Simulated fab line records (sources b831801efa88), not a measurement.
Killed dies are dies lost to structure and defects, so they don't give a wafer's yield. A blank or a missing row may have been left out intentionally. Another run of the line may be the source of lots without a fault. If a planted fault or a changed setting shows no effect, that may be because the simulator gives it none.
fab line records	flow gf180mcu
[record] lots = 24	wafers = 72	lastDay = 34
route steps=602 shown SALICIDE@284 CONTACT@288 V1@361 M2@368 V2@387
lots that met no fault: from a run of the same line without faults
startH: hours from the record's first day to the start of the lot's first wafer shown	waitH: how many hours have passed since the lot's step before this one	" same as the row above	L1.1+2: several wafers, shown together as one row	- no value, or no start given	* or withheld: withheld	< > ~ a bound
route shown NAME@n: NAME is a module with steps in the file, n the number in the route of the first one	usual: mean/standard deviation of fault-free wafers	same: alike in all rows	chamber/n: place in a boat	sites: each site's reading	_std_site: standard deviation across them	_edge_site: outer sites' mean less inner sites'	radiusMm: how far each site lies from the wafer's centre	mask NAME#n: copy n	behind: the last tool/chamber to shape the wafer	hold: cause of the lot's hold/its duration in hours/its outcome	device: transistor that didn't switch, given as n, p or np	end of line: the tests these same wafers got at the end of their route	for a step that has no rows: nothing shown but its recipe	killed: the dies lost at the first sort to structure and to defects; this is not the yield of the wafer	map: the dies of a wafer, with x for killed, . for not killed, _ for no die there
set.NAME: the setting the step ran with; set.NAME@STEP: the setting that earlier step ran with	model.NAME: the simulator's own value behind a step, which no gauge read
a sample of lots followed through the steps of the route, with each step as a table and each wafer as a row
services: a tool's chamber out of use, with start hour (startH, from the record's first day; less than 0 if before it), hours out, and reason
[[steps]]
[step GF_SALICIDE_RTA_06]
[recipe] tempC = 530	timeS = 30	ambient = N2
[usual] annealTempCMax = 532.0/0.43	chamberO2Ppm = 2.000/0.021	lampPowerPct = 6.04/0.27	wafer_temp_C_max = 532.5/0.96
lot.wafer	tool	chamber	startH	waitH	annealTempCMax	chamberO2Ppm	lampPowerPct	wafer_temp_C_max
L074.2	rtpAnneal-02	0	341.25	0.1	532.4	2.020	6.29	532.0
L074.5	"	0	"	"	531.5	1.985	6.28	532.1
L074.6	"	0	"	"	532.2	2.006	6.29	531.9
L075.3	rtpAnneal-01	0	362.04	0.1	531.6	2.010	5.74	534.5
L075.4	"	0	"	"	532.4	1.992	5.75	533.9
L075.6	"	0	"	"	532.9	2.009	5.75	533.6
L076.1	rtpAnneal-02	0	363.18	0.1	531.7	1.988	6.29	531.4
L076.3	"	0	"	"	531.4	1.956	6.29	531.8
L076.6	"	0	"	"	531.3	1.960	6.28	531.7
L077.1	rtpAnneal-02	0	367.44	0.1	531.8	2.025	6.29	532.1
L077.2	"	0	"	"	532.0	2.004	6.29	531.8
L077.3	"	0	"	"	532.0	2.013	6.29	532.9
L078.1	rtpAnneal-01	0	382.20	0.1	531.9	1.999	5.76	533.9
L078.2	"	0	"	"	531.7	2.014	5.74	533.7
L078.3	"	0	"	"	531.9	1.991	5.75	532.9
L079.1	rtpAnneal-01	0	394.20	0.1	531.4	2.024	5.75	533.1
L079.2	"	0	"	"	531.7	2.014	5.76	533.3
L079.3	"	0	"	"	531.7	2.018	5.76	532.9
L081.2	rtpAnneal-02	0	405.22	0.1	532.4	1.988	6.29	531.8
L081.3	"	0	"	"	532.3	2.021	6.28	531.6
L081.4	"	0	"	"	532.8	2.042	6.28	532.1
L080.3	rtpAnneal-01	0	405.36	0.1	532.2	1.976	5.75	533.2
L080.4	"	0	"	"	531.9	2.010	5.75	533.7
L080.6	"	0	"	"	531.6	2.011	5.75	533.0
L082.1	rtpAnneal-01	0	413.66	0.1	532.1	1.987	5.75	533.0
L082.3	"	0	"	"	531.4	1.997	5.76	533.1
L082.4	"	0	"	"	531.9	1.977	5.75	535.1
L083.2	rtpAnneal-02	0	422.82	0.1	532.0	2.024	6.28	532.0
L083.3	"	0	"	"	531.9	2.028	6.28	532.3
L083.5	"	0	"	"	531.9	2.002	6.28	531.5
L084.1	rtpAnneal-02	0	429.03	0.1	532.4	2.015	6.28	531.6
L084.2	"	0	"	"	531.6	2.036	6.27	531.8
L084.3	"	0	"	"	532.1	2.025	6.28	532.0
L085.3	rtpAnneal-01	0	435.78	0.1	531.7	1.978	5.75	532.7
L085.4	"	0	"	"	531.7	1.987	5.76	532.8
L085.6	"	0	"	"	531.9	2.022	5.75	533.9
L086.1	rtpAnneal-01	0	442.95	0.1	532.3	1.999	5.76	534.2
L086.4	"	0	"	"	531.9	1.980	5.75	533.8
L086.5	"	0	"	"	532.9	2.003	5.75	534.1
L087.3	rtpAnneal-01	0	451.93	0.1	531.3	1.992	5.76	532.7
L087.4	"	0	"	"	532.0	1.992	5.75	533.6
L087.6	"	0	"	"	531.7	1.975	5.74	532.6
L088.3	rtpAnneal-02	0	464.42	0.1	531.7	2.016	6.28	531.3
L088.5	"	0	"	"	532.8	2.029	6.28	531.9
L088.6	"	0	"	"	532.6	1.985	6.29	530.8
L089.1	rtpAnneal-01	0	468.25	0.1	531.3	1.971	5.75	533.8
L089.2	"	0	"	"	532.0	1.995	5.74	532.6
L089.4	"	0	"	"	531.6	1.983	5.75	532.8
L090.1	rtpAnneal-02	0	478.51	0.1	532.5	1.992	6.28	532.1
L090.3	"	0	"	"	532.0	2.018	6.29	532.3
L090.4	"	0	"	"	531.9	1.988	6.28	532.5
L091.1	rtpAnneal-01	0	488.69	0.1	532.1	2.035	5.75	533.1
L091.3	"	0	"	"	532.0	2.030	5.75	532.7
L091.6	"	0	"	"	532.0	2.021	5.76	532.7
L092.3	rtpAnneal-02	0	491.93	0.1	531.4	2.017	6.28	531.7
L092.5	"	0	"	"	532.2	1.999	6.28	531.6
L092.6	"	0	"	"	532.7	1.987	6.28	531.8
L093.1	rtpAnneal-02	0	497.90	0.1	531.5	1.997	6.28	531.5
L093.5	"	0	"	"	532.2	1.994	6.29	531.4
L093.6	"	0	"	"	531.9	2.002	6.28	531.8
L094.1	rtpAnneal-02	0	508.91	0.1	533.1	2.006	6.28	530.9
L094.3	"	0	"	"	532.0	2.017	6.28	531.4
L094.4	"	0	"	"	531.8	2.014	6.29	531.4
L095.1	rtpAnneal-02	0	519.73	0.1	532.2	1.982	6.29	532.3
L095.3	"	0	"	"	531.9	1.991	6.29	532.0
L095.5	"	0	"	"	532.2	1.981	6.28	532.5
L096.1	rtpAnneal-01	0	523.40	0.1	532.4	1.977	5.75	534.2
L096.2	"	0	"	"	531.7	1.999	5.75	534.3
L096.4	"	0	"	"	531.5	1.979	5.75	532.7
L097.3	rtpAnneal-02	0	528.36	0.1	532.5	1.991	6.29	531.9
L097.5	"	0	"	"	532.5	1.955	6.28	532.2
L097.6	"	0	"	"	531.9	1.981	6.28	531.5
[step GF_CONTACT_THK_MEAS_01]
[recipe] reads = SiO2_of_CONTACT_CVD_00
[usual] CONTACT_CVD_00_THK = 300/3.2
lot.wafer	tool	chamber	startH	waitH	CONTACT_CVD_00_THK[nm]
L074.2	filmMetro-04	-	341.64	0.1	297
L074.5	"	-	"	"	295
L074.6	"	-	"	"	296
L075.3	filmMetro-04	-	362.36	0.0	297
L075.4	"	-	"	"	300
L075.6	"	-	"	"	302
L076.1	filmMetro-01	-	363.52	0.0	304
L076.3	"	-	"	"	303
L076.6	"	-	"	"	304
L077.1	filmMetro-04	-	367.77	0.0	294
L077.2	"	-	"	"	299
L077.3	"	-	"	"	294
L078.1	filmMetro-01	-	382.54	0.0	303
L078.2	"	-	"	"	297
L078.3	"	-	"	"	299
L079.1	filmMetro-02	-	394.55	0.0	305
L079.2	"	-	"	"	304
L079.3	"	-	"	"	305
L081.2	filmMetro-01	-	405.54	0.0	295
L081.3	"	-	"	"	298
L081.4	"	-	"	"	293
L080.3	filmMetro-02	-	405.69	0.0	301
L080.4	"	-	"	"	303
L080.6	"	-	"	"	299
L082.1	filmMetro-01	-	414.01	0.0	299
L082.3	"	-	"	"	296
L082.4	"	-	"	"	304
L083.2	filmMetro-04	-	423.15	0.0	303
L083.3	"	-	"	"	299
L083.5	"	-	"	"	300
L084.1	filmMetro-04	-	429.39	0.0	300
L084.2	"	-	"	"	303
L084.3	"	-	"	"	303
L085.3	filmMetro-01	-	436.10	0.0	305
L085.4	"	-	"	"	304
L085.6	"	-	"	"	305
L086.1	filmMetro-01	-	443.28	0.0	299
L086.4	"	-	"	"	297
L086.5	"	-	"	"	303
L087.3	filmMetro-04	-	452.26	0.0	306
L087.4	"	-	"	"	300
L087.6	"	-	"	"	297
L088.3	filmMetro-01	-	464.75	0.0	305
L088.5	"	-	"	"	302
L088.6	"	-	"	"	301
L089.1	filmMetro-04	-	468.58	0.0	305
L089.2	"	-	"	"	304
L089.4	"	-	"	"	303
L090.1	filmMetro-01	-	478.86	0.0	302
L090.3	"	-	"	"	301
L090.4	"	-	"	"	296
L091.1	filmMetro-02	-	489.04	0.0	296
L091.3	"	-	"	"	295
L091.6	"	-	"	"	299
L092.3	filmMetro-01	-	492.26	0.0	303
L092.5	"	-	"	"	301
L092.6	"	-	"	"	300
L093.1	filmMetro-02	-	498.24	0.0	296
L093.5	"	-	"	"	296
L093.6	"	-	"	"	302
L094.1	filmMetro-02	-	509.25	0.0	297
L094.3	"	-	"	"	303
L094.4	"	-	"	"	299
L095.1	filmMetro-01	-	520.08	0.0	303
L095.3	"	-	"	"	299
L095.5	"	-	"	"	300
L096.1	filmMetro-02	-	523.75	0.0	300
L096.2	"	-	"	"	302
L096.4	"	-	"	"	296
L097.3	filmMetro-04	-	528.68	0.0	299
L097.5	"	-	"	"	299
L097.6	"	-	"	"	296
[step GF_CONTACT_RS_MEAS_25]
[recipe] thkMeasGauge = four-point-probe	reads = W_of_CONTACT_CVD_24+TiN_of_CONTACT_SPUTTER_23+Ti_of_CONTACT_SPUTTER_22
[usual] CONTACT_W_RS = 0.381/0.0048
lot.wafer	tool	chamber	startH	waitH	CONTACT_W_RS[ohm/sq]
L074.2	filmMetro-01	-	365.14	0.1	0.381
L074.5	"	-	"	"	0.379
L074.6	"	-	"	"	0.386
L075.3	filmMetro-02	-	385.92	0.1	0.380
L075.4	"	-	"	"	0.378
L075.6	"	-	"	"	0.380
L076.1	filmMetro-04	-	387.73	0.1	0.382
L076.3	"	-	"	"	0.383
L076.6	"	-	"	"	0.379
L077.1	filmMetro-02	-	391.58	0.1	0.380
L077.2	"	-	"	"	0.375
L077.3	"	-	"	"	0.385
L078.1	filmMetro-01	-	407.02	0.2	0.390
L078.2	"	-	"	"	0.389
L078.3	"	-	"	"	0.385
L079.1	filmMetro-02	-	418.80	0.1	0.386
L079.2	"	-	"	"	0.378
L079.3	"	-	"	"	0.388
L081.2	filmMetro-04	-	430.46	0.1	0.379
L081.3	"	-	"	"	0.383
L081.4	"	-	"	"	0.385
L080.3	filmMetro-01	-	430.82	0.1	0.373
L080.4	"	-	"	"	0.380
L080.6	"	-	"	"	0.378
L082.1	filmMetro-02	-	438.67	0.1	0.384
L082.3	"	-	"	"	0.376
L082.4	"	-	"	"	0.381
L083.2	filmMetro-01	-	448.79	0.1	0.378
L083.3	"	-	"	"	0.385
L083.5	"	-	"	"	0.387
L084.1	filmMetro-01	-	454.99	0.1	0.381
L084.2	"	-	"	"	0.383
L084.3	"	-	"	"	0.376
L085.3	filmMetro-02	-	461.92	0.1	0.385
L085.4	"	-	"	"	0.380
L085.6	"	-	"	"	0.381
L086.1	filmMetro-01	-	468.62	0.1	0.371
L086.4	"	-	"	"	0.379
L086.5	"	-	"	"	0.379
L087.3	filmMetro-01	-	478.18	0.1	0.375
L087.4	"	-	"	"	0.379
L087.6	"	-	"	"	0.382
L088.3	filmMetro-01	-	490.96	0.1	0.384
L088.5	"	-	"	"	0.383
L088.6	"	-	"	"	0.374
L089.1	filmMetro-04	-	494.65	0.1	0.385
L089.2	"	-	"	"	0.374
L089.4	"	-	"	"	0.372
L090.1	filmMetro-02	-	504.34	0.1	0.372
L090.3	"	-	"	"	0.381
L090.4	"	-	"	"	0.375
L091.1	filmMetro-04	-	514.35	0.1	0.383
L091.3	"	-	"	"	0.384
L091.6	"	-	"	"	0.390
L092.3	filmMetro-02	-	517.32	0.1	0.380
L092.5	"	-	"	"	0.384
L092.6	"	-	"	"	0.374
L093.1	filmMetro-02	-	523.57	0.1	0.380
L093.5	"	-	"	"	0.385
L093.6	"	-	"	"	0.381
L094.1	filmMetro-04	-	533.75	0.1	0.388
L094.3	"	-	"	"	0.374
L094.4	"	-	"	"	0.386
L095.1	filmMetro-04	-	544.28	0.1	0.386
L095.3	"	-	"	"	0.377
L095.5	"	-	"	"	0.378
L096.1	filmMetro-04	-	547.68	0.2	0.387
L096.2	"	-	"	"	0.387
L096.4	"	-	"	"	0.385
L097.3	filmMetro-04	-	551.46	0.1	0.385
L097.5	"	-	"	"	0.394
L097.6	"	-	"	"	0.385
[step GF_V1_CMP_26]
[recipe] stopOn = SiO2	downForcePsi = 3.5	platenRpm = 60	tOverpolishS = 15	targetThkNm = 0	padVelocityMS = 0.94248
[usual] edgeZonePressureFrac = 1.000/0.005	motorCurrentA = 10.8/1.3	overpolishRunS = 15.000/0.0097	retainingRingPressureFrac = 1.000/0.0053	slurryFilterDpKPa = 13.50/0.13	timeToEndpointS = 84/3.1
lot.wafer	tool	chamber	startH	waitH	edgeZonePressureFrac	motorCurrentA	overpolishRunS	retainingRingPressureFrac	slurryFilterDpKPa	timeToEndpointS
L074.2	cmp-01	2	414.62	0.1	0.991	11.3	15.008	0.995	13.36	79
L074.5	"	1	"	"	1.000	9.6	15.006	0.996	13.70	79
L074.6	"	2	"	"	0.995	12.4	15.010	1.004	13.43	79
L075.4	cmp-02	0	435.93	0.0	1.003	11.5	15.003	0.997	13.38	83
L075.3	"	1	"	"	1.004	10.7	15.014	0.996	13.59	87
L075.6	"	0	"	"	1.006	10.7	14.995	1.004	13.74	83
L076.1	cmp-02	0	437.53	0.1	1.002	10.5	14.989	1.012	13.22	82
L076.3	"	1	"	"	1.003	10.4	15.015	0.996	13.30	83
L076.6	"	2	"	"	1.003	11.5	15.010	0.998	13.30	83
L077.2	cmp-01	0	442.03	0.0	0.996	9.9	15.003	1.002	13.51	84
L077.3	"	1	"	"	1.006	10.0	14.996	0.997	13.38	81
L077.1	"	2	"	"	1.002	12.1	15.015	0.994	13.59	81
L078.3	cmp-01	1	458.78	0.0	1.001	9.5	15.000	0.992	13.56	75
L078.2	"	3	"	"	0.999	9.6	14.991	0.994	13.63	78
L078.1	"	0	"	"	1.002	10.1	15.001	0.998	13.52	82
L079.3	cmp-01	3	470.78	0.0	1.002	9.3	14.994	1.005	13.68	88
L079.2	"	0	"	"	1.007	10.1	14.985	0.998	13.60	87
L079.1	"	2	"	"	1.004	12.1	14.980	1.004	13.63	86
L081.3	cmp-02	2	481.89	0.0	0.995	12.0	14.998	0.996	13.41	82
L081.2	"	3	"	"	1.002	13.0	14.998	0.997	13.25	82
L081.4	"	1	"	"	0.998	9.8	14.997	1.003	13.61	88
L080.3	cmp-01	1	482.58	0.1	0.990	9.9	14.994	1.003	13.44	83
L080.4	"	2	"	"	0.998	11.7	15.003	0.993	13.30	88
L080.6	"	1	"	"	0.994	9.0	15.015	1.004	13.50	84
L082.4	cmp-01	1	490.37	0.0	1.003	9.6	14.994	1.013	13.55	82
L082.3	"	2	"	"	0.995	12.5	15.014	0.987	13.64	84
L082.1	"	3	"	"	0.999	9.0	14.992	0.998	13.41	82
L083.3	cmp-02	1	499.38	0.1	0.996	10.2	15.018	1.002	13.47	84
L083.2	"	2	"	"	1.006	11.8	15.010	1.002	13.49	82
L083.5	"	0	"	"	1.008	10.7	14.989	0.997	13.37	78
L084.3	cmp-01	3	506.50	0.1	1.012	9.1	15.007	0.996	13.68	85
L084.1	"	0	"	"	1.004	10.6	15.010	0.993	13.38	88
L084.2	"	1	"	"	1.000	9.6	15.003	0.999	13.46	84
L085.4	cmp-02	0	512.76	0.1	1.005	10.6	14.994	0.998	13.57	81
L085.3	"	2	"	"	0.990	11.9	14.991	0.988	13.61	83
L085.6	"	3	"	"	0.998	13.2	15.018	1.012	13.37	85
L086.1	cmp-01	0	519.73	0.1	1.003	10.0	14.992	1.007	13.58	86
L086.4	"	1	"	"	0.995	9.3	14.999	1.007	13.54	83
L086.5	"	2	"	"	1.003	11.8	15.011	0.999	13.47	83
L087.3	cmp-01	1	528.08	0.0	1.000	9.2	14.994	1.003	13.61	83
L087.4	"	2	"	"	0.993	11.9	14.996	1.006	13.39	86
L087.6	"	1	"	"	1.002	9.6	14.993	1.002	13.44	83
L088.3	cmp-01	3	540.17	0.0	0.996	9.8	14.997	1.005	13.74	84
L088.5	"	3	"	"	0.999	9.6	15.004	0.997	13.48	86
L088.6	"	0	"	"	0.989	9.6	15.014	0.995	13.34	85
L089.1	cmp-02	2	543.42	0.3	0.995	11.8	14.999	1.002	13.40	86
L089.4	"	3	"	"	1.002	13.8	15.017	1.006	13.55	86
L089.2	"	0	"	"	1.005	11.6	15.011	1.011	13.31	83
L090.1	cmp-01	3	552.73	0.1	1.000	9.6	15.001	1.000	13.44	83
L090.3	"	0	"	"	1.001	9.7	14.984	0.998	13.41	80
L090.4	"	2	"	"	1.001	11.7	15.005	1.003	13.32	84
L091.1	cmp-01	0	562.63	0.1	0.994	10.2	14.997	0.998	13.40	81
L091.3	"	1	"	"	0.992	9.4	14.988	0.996	13.31	79
L091.6	"	0	"	"	0.989	10.2	15.013	0.999	13.64	84
L092.3	cmp-02	0	566.02	0.1	1.002	10.5	14.994	1.008	13.31	85
L092.5	"	2	"	"	0.990	12.1	15.015	1.007	13.64	88
L092.6	"	3	"	"	0.995	13.5	15.004	1.006	13.58	85
L093.1	cmp-01	0	571.49	0.1	1.002	10.1	14.993	0.999	13.46	82
L093.6	"	3	"	"	0.997	9.1	14.989	0.995	13.51	84
L093.5	"	0	"	"	1.005	9.9	15.007	1.004	13.57	80
L094.3	cmp-02	2	581.24	0.1	0.999	12.2	15.021	0.991	13.40	87
L094.4	"	3	"	"	1.002	13.2	14.988	1.001	13.53	82
L094.1	"	0	"	"	1.004	11.1	14.997	1.005	13.28	82
L095.3	cmp-01	0	590.91	0.1	1.001	9.7	15.001	0.995	13.42	83
L095.1	"	1	"	"	1.001	10.1	14.998	1.002	13.45	81
L095.5	"	3	"	"	0.996	9.8	14.988	1.000	13.42	83
L096.2	cmp-02	1	593.98	0.0	1.007	10.3	14.984	0.998	13.44	86
L096.1	"	3	"	"	0.994	12.8	15.022	0.999	13.61	83
L096.4	"	0	"	"	0.993	11.1	14.987	1.002	13.41	78
L097.3	cmp-02	0	597.83	0.0	1.004	10.9	14.984	1.004	13.44	80
L097.6	"	0	"	"	1.005	11.4	14.992	0.999	13.38	81
L097.5	"	1	"	"	1.002	10.5	14.996	1.008	13.64	89
[step GF_M2_THK_MEAS_06]
[recipe] thkMeasGauge = xrf	reads = AlCu_of_M2_SPUTTER_02
[usual] M2_ALCU_THK = 445/5.6
lot.wafer	tool	chamber	startH	waitH	M2_ALCU_THK[nm]
L074.2	filmMetro-04	-	415.22	0.1	447
L074.5	"	-	"	"	444
L074.6	"	-	"	"	446
L075.3	filmMetro-03	-	436.59	0.1	444
L075.4	"	-	"	"	446
L075.6	"	-	"	"	446
L076.1	filmMetro-03	-	438.07	0.1	449
L076.3	"	-	"	"	449
L076.6	"	-	"	"	450
L077.1	filmMetro-04	-	442.67	0.1	447
L077.2	"	-	"	"	443
L077.3	"	-	"	"	442
L078.1	filmMetro-04	-	459.42	0.1	443
L078.2	"	-	"	"	440
L078.3	"	-	"	"	440
L079.1	filmMetro-04	-	471.42	0.1	450
L079.2	"	-	"	"	450
L079.3	"	-	"	"	450
L081.2	filmMetro-03	-	482.54	0.1	443
L081.3	"	-	"	"	446
L081.4	"	-	"	"	450
L080.3	filmMetro-03	-	483.19	0.1	450
L080.4	"	-	"	"	437
L080.6	"	-	"	"	441
L082.1	filmMetro-03	-	491.03	0.1	442
L082.3	"	-	"	"	445
L082.4	"	-	"	"	441
L083.2	filmMetro-03	-	499.98	0.1	456
L083.3	"	-	"	"	451
L083.5	"	-	"	"	456
L084.1	filmMetro-03	-	507.09	0.1	448
L084.2	"	-	"	"	447
L084.3	"	-	"	"	457
L085.3	filmMetro-03	-	513.38	0.1	446
L085.4	"	-	"	"	440
L085.6	"	-	"	"	439
L086.1	filmMetro-04	-	520.27	0.1	439
L086.4	"	-	"	"	441
L086.5	"	-	"	"	446
L087.3	filmMetro-02	-	528.74	0.1	448
L087.4	"	-	"	"	447
L087.6	"	-	"	"	447
L088.3	filmMetro-02	-	540.83	0.1	441
L088.5	"	-	"	"	444
L088.6	"	-	"	"	442
L089.1	filmMetro-03	-	544.01	0.1	450
L089.2	"	-	"	"	438
L089.4	"	-	"	"	444
L090.1	filmMetro-04	-	553.37	0.1	464
L090.3	"	-	"	"	453
L090.4	"	-	"	"	453
L091.1	filmMetro-04	-	563.27	0.1	453
L091.3	"	-	"	"	443
L091.6	"	-	"	"	446
L092.3	filmMetro-03	-	566.58	0.1	455
L092.5	"	-	"	"	450
L092.6	"	-	"	"	444
L093.1	filmMetro-02	-	572.08	0.1	436
L093.5	"	-	"	"	449
L093.6	"	-	"	"	439
L094.1	filmMetro-03	-	581.83	0.1	440
L094.3	"	-	"	"	442
L094.4	"	-	"	"	447
L095.1	filmMetro-03	-	591.50	0.1	430
L095.3	"	-	"	"	434
L095.5	"	-	"	"	436
L096.1	filmMetro-03	-	594.62	0.1	435
L096.2	"	-	"	"	443
L096.4	"	-	"	"	440
L097.3	filmMetro-02	-	598.49	0.1	441
L097.5	"	-	"	"	448
L097.6	"	-	"	"	449
[step GF_V2_BOW_MEAS_05]
[recipe] mode = bow
[usual] V2_BOW = 101/8.4
lot.wafer	tool	chamber	startH	waitH	V2_BOW[um]
L074.2	filmMetro-02	-	440.80	0.1	112
L074.5	"	-	"	"	110
L074.6	"	-	"	"	108
L075.3	filmMetro-02	-	462.62	0.2	98
L075.4	"	-	"	"	120
L075.6	"	-	"	"	105
L076.1	filmMetro-02	-	463.48	0.2	117
L076.3	"	-	"	"	111
L076.6	"	-	"	"	110
L077.1	filmMetro-04	-	467.76	0.1	93
L077.2	"	-	"	"	91
L077.3	"	-	"	"	99
L078.1	filmMetro-04	-	485.02	0.2	91
L078.2	"	-	"	"	103
L078.3	"	-	"	"	102
L079.1	filmMetro-02	-	496.30	0.1	115
L079.2	"	-	"	"	95
L079.3	"	-	"	"	113
L081.2	filmMetro-01	-	507.73	0.2	89
L081.3	"	-	"	"	95
L081.4	"	-	"	"	93
L080.3	filmMetro-02	-	508.06	0.1	105
L080.4	"	-	"	"	105
L080.6	"	-	"	"	97
L082.1	filmMetro-01	-	515.97	0.2	100
L082.3	"	-	"	"	95
L082.4	"	-	"	"	114
L083.2	filmMetro-04	-	524.51	0.2	90
L083.3	"	-	"	"	106
L083.5	"	-	"	"	98
L084.1	filmMetro-02	-	531.38	0.2	95
L084.2	"	-	"	"	106
L084.3	"	-	"	"	88
L085.3	filmMetro-04	-	536.61	0.3	102
L085.4	"	-	"	"	105
L085.6	"	-	"	"	118
L086.1	filmMetro-04	-	544.68	0.2	96
L086.4	"	-	"	"	89
L086.5	"	-	"	"	101
L087.3	filmMetro-01	-	551.12	0.3	102
L087.4	"	-	"	"	120
L087.6	"	-	"	"	103
L088.3	filmMetro-02	-	563.39	0.3	92
L088.5	"	-	"	"	108
L088.6	"	-	"	"	103
L089.1	filmMetro-02	-	567.22	0.2	109
L089.2	"	-	"	"	102
L089.4	"	-	"	"	106
L090.1	filmMetro-04	-	576.37	0.2	108
L090.3	"	-	"	"	109
L090.4	"	-	"	"	93
L091.1	filmMetro-04	-	585.87	0.1	90
L091.3	"	-	"	"	91
L091.6	"	-	"	"	84
L092.3	filmMetro-04	-	589.49	0.1	102
L092.5	"	-	"	"	91
L092.6	"	-	"	"	90
L093.1	filmMetro-04	-	594.07	0.3	104
L093.5	"	-	"	"	84
L093.6	"	-	"	"	96
L094.1	filmMetro-01	-	603.83	0.2	97
L094.3	"	-	"	"	107
L094.4	"	-	"	"	96
L095.1	filmMetro-02	-	614.01	0.1	106
L095.3	"	-	"	"	108
L095.5	"	-	"	"	101
L096.1	filmMetro-04	-	615.91	0.1	98
L096.2	"	-	"	"	98
L096.4	"	-	"	"	94
L097.3	filmMetro-04	-	620.41	0.2	118
L097.5	"	-	"	"	118
L097.6	"	-	"	"	108
[[services]]
tool	chamber	startH	hours	kind
cmp-02	-	327.56	0.9	repair
cmp-02	-	346.11	0.3	repair
cmp-01	-	347.03	1.4	repair
cmp-01	-	401.94	3.8	pm
cmp-01	-	405.73	4.0	pm
cmp-01	-	409.73	-	consumableReplace:conditioner
cmp-01	-	409.73	-	consumableReplace:pad
cmp-01	-	433.32	3.1	repair
cmp-02	-	439.98	1.4	repair
cmp-02	-	441.13	1.2	repair
rtpAnneal-02	-	455.08	4.1	pm
cmp-02	-	456.91	15.7	pm
cmp-01	-	501.92	1.3	repair
cmp-01	-	541.41	2.5	repair
cmp-02	-	557.79	0.7	repair
cmp-01	-	559.43	1.3	repair
cmp-02	-	572.03	4.0	pm
cmp-02	-	576.03	-	consumableReplace:conditioner
cmp-02	-	576.03	-	consumableReplace:pad
cmp-01	-	579.43	2.0	repair
cmp-02	-	586.37	3.0	repair
cmp-02	-	590.29	2.0	repair
[[key]]
fault none
